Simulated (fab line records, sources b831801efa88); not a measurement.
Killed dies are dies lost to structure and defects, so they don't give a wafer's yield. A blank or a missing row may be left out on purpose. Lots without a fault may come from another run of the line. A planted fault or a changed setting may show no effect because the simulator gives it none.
fab line records | flow sky130 | part 1 of 2: steps 1 to 26 of 33
record lots=5 wafers=15 last_day=47
route steps=708 shown CONTACT@422 METAL1@434
lots that met no fault: from a run of the same line without faults
start_h: hours from the record's first day to the start of the lot's first wafer shown | wait_h: hours since the lot's step before | " the same as in the row above | L1.1+2: a row that stands for several wafers | - no value, or no start given | * or withheld: withheld | < > ~ a bound
route shown NAME@n: a module of which the file shows steps, and the number in the route of the first | usual: mean/standard deviation of fault-free wafers | same: alike in all rows | chamber/n: place in a boat | sites: the reading at each site | _std_site: their standard deviation | _edge_site: outer sites' mean less inner sites' | radius_mm: how far each site lies from the wafer's centre | mask NAME#n: copy n | behind: the tool/chamber that last shaped the wafer | hold: why the lot was held/for how many hours/how that ended | device: the transistor (n, p or np) that didn't switch | end of line: the same wafers' tests at the end of the route | a step without rows: its recipe alone | killed: dies lost to structure and defects at the first sort, not the wafer's yield | map: a wafer's dies, x killed, . not, _ none there
set.NAME: the setting as run; set.NAME@STEP: as run at that earlier step | model.NAME: the simulator's own value behind a step, which no gauge read
lots at some steps of the route; a table a step, a row a wafer
services: from which hour (start_h, from the record's first day; less than 0 if before it) a tool's chamber was out of use, for how many hours, and why
## steps
# step SKY_CONTACT_ETCH_16
# recipe chemistry=N2/H2 target=BARC ion_energy_ev=192.3 source_w=500 bias_w=100 pressure_mtorr=30 n2_flow_sccm=100 h2_flow_sccm=200 stop_on=SiO2 time_s=45.9 target_depth_a=600
# usual drypump_motor_current_A=5.6/0.49 n2_flow_sccm=100.0/0.3 oes_product_au=0.855/0.0044 rf_fwd_power_W=493.9/2.1 throttle_valve_pct=13.224/0.0088
# columns lot.wafer tool chamber start_h wait_h drypump_motor_current_A n2_flow_sccm oes_product_au rf_fwd_power_W rf_hours_counter_h throttle_valve_pct
L074.2 rie_diel-02 1 738.57 0.0 5.1 99.9 0.854 493.1 45 13.236
L074.3 " 3 " " 6.6 100.5 0.854 495.4 5 13.242
L074.4 " 2 " " 5.5 100.2 0.861 494.2 26 13.226
L075.1 rie_diel-03 2 745.17 0.0 4.6 99.4 0.862 491.5 16 13.228
L075.2 " 0 " " 6.0 100.1 0.854 495.0 23 13.230
L075.6 " 3 " " 5.8 99.9 0.856 495.7 - 13.213
L078.3 rie_diel-01 3 769.11 0.0 5.6 100.4 0.858 494.5 11 13.243
L078.5 " 1 " " 5.7 99.7 0.858 495.2 - 13.225
L078.6 " 0 " " 6.0 100.1 0.854 491.0 - 13.219
L082.3 rie_diel-01 3 803.42 0.0 5.6 100.3 0.847 492.8 12 13.209
L082.5 " 2 " " 5.9 100.1 0.856 490.6 - 13.223
L082.6 " 1 " " 5.7 99.9 0.854 494.4 - 13.217
L084.1 rie_diel-02 3 815.96 0.0 6.5 99.7 0.850 491.1 7 13.223
L084.2 " 1 " " 5.1 99.5 0.864 494.2 2 13.222
L084.3 " 2 " " 5.5 100.0 0.845 497.3 29 13.226
# step SKY_CONTACT_ETCH_17
# recipe target=SiO2 chemistry=C4F8/O2/Ar stop_on=Si3N4 mask_material=KrF-thick source_w=1500 bias_w=1200 pressure_mtorr=40 c4f8_flow_sccm=withheld O2_flow_sccm=6 Ar_flow_sccm=300 time_s=withheld target_depth_a=3400
# usual oes_product_au=0.892/0.0051 rf_fwd_power_W=1486/5.4
# columns lot.wafer tool chamber start_h wait_h oes_product_au rf_fwd_power_W
L074.2 rie_diel-02 1 738.61 0.0 0.891 1486
L074.3 " 3 " " 0.894 1487
L074.4 " 2 " " 0.893 1485
L075.1 rie_diel-03 2 745.21 0.0 0.897 1482
L075.2 " 0 " " 0.890 1493
L075.6 " 3 " " 0.898 1490
L078.3 rie_diel-01 3 769.15 0.0 0.882 1479
L078.5 " 1 " " 0.900 1487
L078.6 " 0 " " 0.894 1483
L082.3 rie_diel-01 3 803.46 0.0 0.891 1482
L082.5 " 2 " " 0.891 1485
L082.6 " 1 " " 0.900 1479
L084.1 rie_diel-02 3 816.00 0.0 0.895 1493
L084.2 " 1 " " 0.882 1482
L084.3 " 2 " " 0.893 1488
# step SKY_CONTACT_ETCH_18
# recipe target=Si3N4 chemistry=CHF3/O2 stop_on=TiN source_w=600 bias_w=200 pressure_mtorr=40 chf3_flow_sccm=50 O2_flow_sccm=5 time_s=39 target_depth_a=750
# usual drypump_motor_current_A=5.6/0.49 oes_product_au=0.853/0.0081 rf_fwd_power_W=592.5/2.9 throttle_valve_pct=8.793/0.009
# columns lot.wafer tool chamber start_h wait_h drypump_motor_current_A oes_product_au rf_fwd_power_W rf_hours_counter_h throttle_valve_pct
L074.2 rie_diel-02 1 - - 5.1 0.847 592.5 45 8.787
L074.3 " 3 " " 6.5 0.842 594.6 5 8.796
L074.4 " 2 " " 5.6 0.864 592.6 26 8.777
L075.1 rie_diel-03 2 - - 4.6 0.847 587.1 16 8.797
L075.2 " 0 " " 5.9 0.848 590.7 23 8.791
L075.6 " 3 " " 5.8 0.859 598.6 - 8.800
L078.3 rie_diel-01 3 - - 5.5 0.845 592.4 11 8.788
L078.5 " 1 " " 5.7 0.877 593.2 - 8.789
L078.6 " 0 " " 6.0 0.858 593.3 - 8.776
L082.3 rie_diel-01 3 - - 5.5 0.857 591.5 12 8.791
L082.5 " 2 " " 5.9 0.863 589.3 - 8.799
L082.6 " 1 " " 5.7 0.866 594.7 - 8.783
L084.1 rie_diel-02 3 - - 6.6 0.848 594.1 7 8.798
L084.2 " 1 " " 5.1 0.848 594.0 2 8.794
L084.3 " 2 " " 5.5 0.839 595.6 29 8.777
# step SKY_CONTACT_STRIP_19
# recipe chemistry=O2/N2 power_w=1400 pressure_mtorr=1500 platen_temp_c=withheld o2_flow_sccm=3000 n2_flow_sccm=300 overash_fraction=0.5
# usual drypump_motor_current_A=5.7/0.51 n2_flow_sccm=300.0/0.74 oes_product_au=0.381/0.0053 strip_time_to_endpoint_s=3.620/0.027
# columns lot.wafer tool chamber start_h wait_h drypump_motor_current_A n2_flow_sccm oes_product_au rf_hours_counter_h strip_time_to_endpoint_s
L074.2 plasma_asher-04 1 738.70 - 5.4 299.2 0.380 64 3.615
L074.3 " 1 " " 5.4 300.5 0.381 - 3.626
L074.4 " 0 " " 5.0 299.0 0.380 - 3.543
L075.1 plasma_asher-01 1 745.30 - 6.2 300.5 0.385 0 3.619
L075.2 " 0 " " 5.4 299.5 0.375 0 3.635
L075.6 " 0 " " 5.4 300.6 0.378 - 3.641
L078.3 plasma_asher-04 1 769.27 - 5.4 299.1 0.375 - 3.600
L078.5 " 0 " " 5.0 298.9 0.384 - 3.604
L078.6 " 1 " " 5.4 300.4 0.375 - 3.611
L082.3 plasma_asher-04 1 803.58 - 5.4 301.1 0.380 - 3.616
L082.5 " 1 " " 5.4 299.4 0.381 - 3.665
L082.6 " 0 " " 5.0 299.4 0.369 - 3.618
L084.1 plasma_asher-04 1 816.09 - 5.4 300.2 0.388 71 3.671
L084.2 " 0 " " 5.0 300.6 0.376 71 3.637
L084.3 " 0 " " 5.0 300.1 0.376 - 3.633
# step SKY_CONTACT_STRIP_20
# recipe chemistry=post_etch_residue_remover time_s=1200 temp_c=72.5
# columns lot.wafer tool chamber start_h wait_h
L074.2+3+4 wet_bench-03 0 738.80 0.1
L075.1+2+6 wet_bench-03 2 745.40 0.1
L078.3+5+6 wet_bench-01 1 769.34 0.0
L082.3+5+6 wet_bench-04 3 803.65 0.0
L084.1+2+3 wet_bench-01 2 816.19 0.1
# step SKY_CONTACT_CLEAN_21
# recipe chemistry=IPA time_s=180 temp_c=25
# columns lot.wafer tool chamber start_h wait_h
L074.2+3+4 wet_bench-01 1 739.14 0.0
L075.1+2+6 wet_bench-01 2 745.75 0.0
L078.3+5+6 wet_bench-04 3 769.68 0.0
L082.3+5+6 wet_bench-03 0 804.02 0.0
L084.1+2+3 wet_bench-03 3 816.56 0.0
# step SKY_CONTACT_CLEAN_22
# recipe chemistry=O3/DIW dry=n2_spin
# columns lot.wafer tool chamber start_h wait_h
L074.2+3+4 wet_bench-03 1 739.21 0.0
L075.1+2+6 wet_bench-03 1 745.81 0.0
L078.3+5+6 wet_bench-03 0 769.75 0.0
L082.3+5+6 wet_bench-01 1 804.09 0.0
L084.1+2+3 wet_bench-03 0 816.62 0.0
# step SKY_CONTACT_SPUTTER_23
# recipe material=TiN target_thk_nm=20 chamber_pressure_pa=5 power_w=4000 time_s=80
# usual throttle_valve_pct=30.6/1.1
# columns lot.wafer tool chamber start_h wait_h throttle_valve_pct
L074.2 pvd_sputter-02 - 739.30 0.0 29.4
L074.3 " - " " 31.5
L074.4 " - " " 32.2
L075.1 pvd_sputter-03 - 745.90 0.0 29.7
L075.2 " - " " 33.1
L075.6 " - " " 29.6
L078.3 pvd_sputter-01 - 769.84 0.0 32.1
L078.5 " - " " 30.0
L078.6 " - " " 29.8
L082.3 pvd_sputter-01 - 804.18 0.0 32.0
L082.5 " - " " 32.0
L082.6 " - " " 29.4
L084.1 pvd_sputter-01 - 816.71 0.0 32.0
L084.2 " - " " 29.9
L084.3 " - " " 29.6
# step SKY_CONTACT_CVD_24
# recipe material=W target_thk_nm=340 time_s=102.12 temp_c=400 pressure_torr=40
# usual heater_power_outer_w=575/58 heater_power_w=936/89
# columns lot.wafer tool chamber start_h wait_h heater_power_outer_w heater_power_w
L074.2 cvd_w-01 1 739.36 0.0 598 988
L074.3 " 0 " " 567 962
L074.4 " 1 " " 612 995
L075.1 cvd_w-02 1 745.96 0.0 482 781
L075.2 " 0 " " 634 1018
L075.6 " 1 " " 501 795
L078.3 cvd_w-01 1 769.94 0.1 611 993
L078.5 " 1 " " 619 1004
L078.6 " 0 " " 545 935
L082.3 cvd_w-02 0 804.28 0.1 617 1002
L082.5 " 1 " " 490 796
L082.6 " 0 " " 647 1019
L084.1 cvd_w-02 1 816.77 0.0 490 787
L084.2 " 0 " " 631 1025
L084.3 " 0 " " 621 1034
# step SKY_CONTACT_RS_MEAS_25
# recipe thk_meas_gauge=four-point-probe reads=W_of_CONTACT_CVD_24+TiN_of_CONTACT_SPUTTER_23
# usual CONTACT_W_RS=0.341/0.0033
# columns lot.wafer tool chamber start_h wait_h CONTACT_W_RS[ohm/sq]
L074.2 film_metro-03 - 739.49 0.1 0.338
L074.3 " - " " 0.344
L074.4 " - " " 0.335
L075.1 film_metro-03 - 746.07 0.1 0.339
L075.2 " - " " 0.339
L075.6 " - " " 0.339
L078.3 film_metro-01 - 770.05 0.1 0.333
L078.5 " - " " 0.334
L078.6 " - " " 0.342
L082.3 film_metro-01 - 804.39 0.1 0.341
L082.5 " - " " 0.340
L082.6 " - " " 0.344
L084.1 film_metro-04 - 816.88 0.1 0.341
L084.2 " - " " 0.342
L084.3 " - " " 0.342
# step SKY_CONTACT_THK_MEAS_26
# recipe thk_meas_gauge=xrf reads=W_of_CONTACT_CVD_24
# usual CONTACT_W_THK=345/4.9
# columns lot.wafer tool chamber start_h wait_h CONTACT_W_THK[nm]
L074.2 film_metro-03 - 739.60 0.1 355
L074.3 " - " " 349
L074.4 " - " " 357
L075.1 film_metro-03 - 746.19 0.1 347
L075.2 " - " " 348
L075.6 " - " " 348
L078.3 film_metro-01 - 770.15 0.1 348
L078.5 " - " " 347
L078.6 " - " " 341
L082.3 film_metro-01 - 804.49 0.1 343
L082.5 " - " " 344
L082.6 " - " " 340
L084.1 film_metro-04 - 817.00 0.1 345
L084.2 " - " " 344
L084.3 " - " " 344
# step SKY_CONTACT_CMP_27
# recipe stop_on=SiO2 t_overpolish_s=15 down_force_psi=3.5 platen_rpm=60 target_thk_nm=0 pad_velocity_m_s=0.94248
# usual motor_current_A=10.8/1.1 overpolish_run_s=15.000/0.009 time_to_endpoint_s=82/3.5
# columns lot.wafer tool chamber start_h wait_h motor_current_A overpolish_run_s time_to_endpoint_s
L074.2 cmp-01 0 739.70 0.1 10.6 15.006 81
L074.4 " 1 " " 10.9 14.982 84
L074.3 " 2 " " 9.5 15.000 82
L075.1 cmp-01 2 746.30 0.1 9.7 15.013 84
L075.2 " 0 " " 11.2 14.988 81
L075.6 " 2 " " 10.0 14.987 84
L078.3 cmp-02 0 770.29 0.1 10.2 15.013 87
L078.6 " 2 " " 10.2 15.003 87
L078.5 " 3 " " 13.5 14.999 81
L082.3 cmp-02 1 804.58 0.1 12.8 14.994 82
L082.5 " 0 " " 9.8 14.996 82
L082.6 " 1 " " 12.2 14.987 83
L084.1 cmp-01 1 817.06 0.1 11.2 15.003 78
L084.2 " 2 " " 9.5 15.027 82
L084.3 " 3 " " 10.1 15.009 80
# step SKY_METAL1_SPUTTER_00
# recipe material=Ti target_thk_nm=15 power_w=3000 time_s=10 chamber_pressure_pa=0.4
# usual throttle_valve_pct=30.7/1.1
# columns lot.wafer tool chamber start_h wait_h throttle_valve_pct
L074.2 pvd_sputter-04 - 739.95 0.2 29.2
L074.3 " - " " 30.8
L074.4 " - " " 30.2
L075.1 pvd_sputter-02 - 746.55 0.2 31.4
L075.2 " - " " 30.2
L075.6 " - " " 31.9
L078.3 pvd_sputter-02 - 770.49 0.1 29.6
L078.5 " - " " 31.4
L078.6 " - " " 30.3
L082.3 pvd_sputter-04 - 804.83 0.2 30.8
L082.5 " - " " 30.2
L082.6 " - " " 31.1
L084.1 pvd_sputter-04 - 817.36 0.2 30.6
L084.2 " - " " 29.2
L084.3 " - " " 30.2
# step SKY_METAL1_SPUTTER_01
# recipe material=TiN target_thk_nm=20 power_w=6500 time_s=16.7 chamber_pressure_pa=0.4
# usual throttle_valve_pct=30.7/1.1
# columns lot.wafer tool chamber start_h wait_h throttle_valve_pct
L074.2 pvd_sputter-04 - 739.97 0.0 29.1
L074.3 " - " " 30.8
L074.4 " - " " 30.4
L075.1 pvd_sputter-02 - 746.57 0.0 31.7
L075.2 " - " " 30.1
L075.6 " - " " 32.3
L078.3 pvd_sputter-02 - 770.52 0.0 29.7
L078.5 " - " " 31.4
L078.6 " - " " 30.4
L082.3 pvd_sputter-04 - 804.85 0.0 30.8
L082.5 " - " " 30.3
L082.6 " - " " 31.0
L084.1 pvd_sputter-04 - 817.39 0.0 30.7
L084.2 " - " " 29.0
L084.3 " - " " 30.2
# step SKY_METAL1_SPUTTER_02
# recipe material=AlCu target_thk_nm=250 power_w=10600 time_s=13.3 chamber_pressure_pa=0.4
# usual throttle_valve_pct=30.7/1.1
# columns lot.wafer tool chamber start_h wait_h throttle_valve_pct
L074.2 pvd_sputter-04 - 740.00 0.0 29.1
L074.3 " - " " 30.5
L074.4 " - " " 30.2
L075.1 pvd_sputter-02 - 746.60 0.0 31.4
L075.2 " - " " 29.9
L075.6 " - " " 32.4
L078.3 pvd_sputter-02 - 770.54 0.0 29.7
L078.5 " - " " 31.4
L078.6 " - " " 30.0
L082.3 pvd_sputter-04 - 804.88 0.0 30.8
L082.5 " - " " 30.5
L082.6 " - " " 31.3
L084.1 pvd_sputter-04 - 817.41 0.0 30.7
L084.2 " - " " 29.3
L084.3 " - " " 30.2
# step SKY_METAL1_SPUTTER_03
# recipe material=Ti target_thk_nm=5 power_w=3000 time_s=3.3 chamber_pressure_pa=0.4
# usual throttle_valve_pct=30.7/1.1
# columns lot.wafer tool chamber start_h wait_h throttle_valve_pct
L074.2 pvd_sputter-04 - 740.02 0.0 29.2
L074.3 " - " " 30.6
L074.4 " - " " 30.2
L075.1 pvd_sputter-02 - 746.62 0.0 31.4
L075.2 " - " " 30.4
L075.6 " - " " 32.1
L078.3 pvd_sputter-02 - 770.57 0.0 29.6
L078.5 " - " " 31.4
L078.6 " - " " 30.1
L082.3 pvd_sputter-04 - 804.90 0.0 30.7
L082.5 " - " " 30.5
L082.6 " - " " 31.1
L084.1 pvd_sputter-04 - 817.44 0.0 30.9
L084.2 " - " " 29.3
L084.3 " - " " 30.6
# step SKY_METAL1_SPUTTER_04
# recipe material=TiN target_thk_nm=70 power_w=6500 time_s=56.61 chamber_pressure_pa=0.4
# usual throttle_valve_pct=30.7/1.1
# columns lot.wafer tool chamber start_h wait_h throttle_valve_pct
L074.2 pvd_sputter-04 - 740.04 0.0 29.0
L074.3 " - " " 30.8
L074.4 " - " " 30.3
L075.1 pvd_sputter-02 - 746.64 0.0 31.3
L075.2 " - " " 30.1
L075.6 " - " " 32.1
L078.3 pvd_sputter-02 - 770.58 0.0 29.6
L078.5 " - " " 31.4
L078.6 " - " " 30.2
L082.3 pvd_sputter-04 - 804.92 0.0 30.5
L082.5 " - " " 30.4
L082.6 " - " " 31.0
L084.1 pvd_sputter-04 - 817.45 0.0 30.7
L084.2 " - " " 29.2
L084.3 " - " " 30.4
# step SKY_METAL1_RS_MEAS_05
# recipe thk_meas_gauge=four-point-probe reads=TiN_of_METAL1_SPUTTER_04+Ti_of_METAL1_SPUTTER_03+AlCu_of_METAL1_SPUTTER_02+TiN_of_METAL1_SPUTTER_01+Ti_of_METAL1_SPUTTER_00
# usual METAL1_ALCU_RS=0.1270/0.0016
# columns lot.wafer tool chamber start_h wait_h METAL1_ALCU_RS[ohm/sq]
L074.2 film_metro-01 - 740.11 0.0 0.1276
L074.3 " - " " 0.1275
L074.4 " - " " 0.1277
L075.1 film_metro-03 - 746.69 0.0 0.1253
L075.2 " - " " 0.1262
L075.6 " - " " 0.1263
L078.3 film_metro-03 - 770.67 0.1 0.1260
L078.5 " - " " 0.1254
L078.6 " - " " 0.1253
L082.3 film_metro-02 - 805.01 0.1 0.1254
L082.5 " - " " 0.1270
L082.6 " - " " 0.1257
L084.1 film_metro-03 - 817.50 0.0 0.1247
L084.2 " - " " 0.1253
L084.3 " - " " 0.1235
# step SKY_METAL1_THK_MEAS_06
# recipe thk_meas_gauge=xrf reads=AlCu_of_METAL1_SPUTTER_02
# usual METAL1_ALCU_THK=249/3.7
# columns lot.wafer tool chamber start_h wait_h METAL1_ALCU_THK[nm]
L074.2 film_metro-01 - 740.22 0.1 249
L074.3 " - " " 249
L074.4 " - " " 249
L075.1 film_metro-03 - 746.81 0.1 254
L075.2 " - " " 254
L075.6 " - " " 250
L078.3 film_metro-03 - 770.77 0.1 253
L078.5 " - " " 251
L078.6 " - " " 255
L082.3 film_metro-02 - 805.11 0.1 251
L082.5 " - " " 249
L082.6 " - " " 251
L084.1 film_metro-03 - 817.62 0.1 254
L084.2 " - " " 255
L084.3 " - " " 256
# step SKY_METAL1_DEHYDRATE_07
# recipe temp_c=200 time_s=60
# columns lot.wafer tool chamber start_h wait_h
L074.2+3+4 litho_track-03 0 753.47 13.2
L075.1+2+6 litho_track-03 0 759.20 12.4
L078.3+5+6 litho_track-03 0 783.30 12.5
L082.3+5+6 litho_track-02 0 817.41 12.3
L084.1+2+3 litho_track-01 0 830.33 12.7
# step SKY_METAL1_HMDS_08
# recipe prime_time_s=60 prime_temp_c=120
# usual prime_temp_c=119.98/0.14
# same prime_time_s=60
# columns lot.wafer tool chamber start_h wait_h prime_temp_c
L074.2 litho_track-03 0 753.62 0.1 119.99
L074.3 " 0 " " 119.88
L074.4 " 0 " " 119.80
L075.1 litho_track-03 0 759.35 0.1 120.05
L075.2 " 0 " " 120.18
L075.6 " 0 " " 120.15
L078.3 litho_track-03 0 783.45 0.1 119.96
L078.5 " 0 " " 119.79
L078.6 " 0 " " 120.03
L082.3 litho_track-02 0 817.56 0.1 119.88
L082.5 " 0 " " 119.83
L082.6 " 0 " " 120.03
L084.1 litho_track-01 0 830.48 0.1 119.75
L084.2 " 0 " " 119.81
L084.3 " 0 " " 120.04
# step SKY_METAL1_COAT_09
# recipe resist=BARC temp_c=withheld time_s=withheld spin_rpm=3000 resist_thk_nm=60
# columns lot.wafer tool chamber start_h wait_h
L074.2+3+4 litho_track-03 0 753.77 0.1
L075.1+2+6 litho_track-03 0 759.50 0.1
L078.3+5+6 litho_track-03 0 783.60 0.1
L082.3+5+6 litho_track-02 0 817.71 0.1
L084.1+2+3 litho_track-01 0 830.63 0.1
# step SKY_METAL1_COAT_10
# recipe resist=KrF-thick spin_rpm=3000 resist_thk_nm=450
# columns lot.wafer tool chamber start_h wait_h
L074.2+3+4 litho_track-03 0 - -
L075.1+2+6 litho_track-03 0 - -
L078.3+5+6 litho_track-03 0 - -
L082.3+5+6 litho_track-02 0 - -
L084.1+2+3 litho_track-01 0 - -
# step SKY_METAL1_SOFTBAKE_11
# recipe temp_c=100 time_s=90 resist=KrF-thick
# columns lot.wafer tool chamber start_h wait_h
L074.2+3+4 litho_track-03 0 - -
L075.1+2+6 litho_track-03 0 - -
L078.3+5+6 litho_track-03 0 - -
L082.3+5+6 litho_track-02 0 - -
L084.1+2+3 litho_track-01 0 - -
# step SKY_METAL1_EXPOSE_12
# recipe mask_id=MM1 na=0.8 source_shape=annular sigma_inner=0.55 sigma_outer=0.85 target_cd_nm=140 dose_mj=28
# usual exposure_dose_mJ_cm2=28.002/0.026
# columns lot.wafer tool chamber start_h wait_h mask exposure_dose_mJ_cm2
L074.2 krf_scanner-02 0 - - MM1#0 27.956
L074.3 " 0 " " MM1#0 27.992
L074.4 " 0 " " MM1#0 27.961
L075.1 krf_scanner-02 0 - - MM1#0 27.984
L075.2 " 0 " " MM1#0 27.998
L075.6 " 0 " " MM1#0 28.006
L078.3 krf_scanner-01 0 - - MM1#0 27.996
L078.5 " 0 " " MM1#0 28.001
L078.6 " 0 " " MM1#0 28.039
L082.3 krf_scanner-02 0 - - MM1#0 28.022
L082.5 " 0 " " MM1#0 27.997
L082.6 " 0 " " MM1#0 28.010
L084.1 krf_scanner-01 0 - - MM1#0 27.983
L084.2 " 0 " " MM1#0 27.968
L084.3 " 0 " " MM1#0 27.972
# step SKY_METAL1_PEB_13
# recipe peb_temp_c=withheld peb_time_s=withheld resist=KrF-thick
# columns lot.wafer tool chamber start_h wait_h
L074.2+3+4 litho_track-02 0 - -
L075.1+2+6 litho_track-03 0 - -
L078.3+5+6 litho_track-02 0 - -
L082.3+5+6 litho_track-02 0 - -
L084.1+2+3 litho_track-01 0 - -
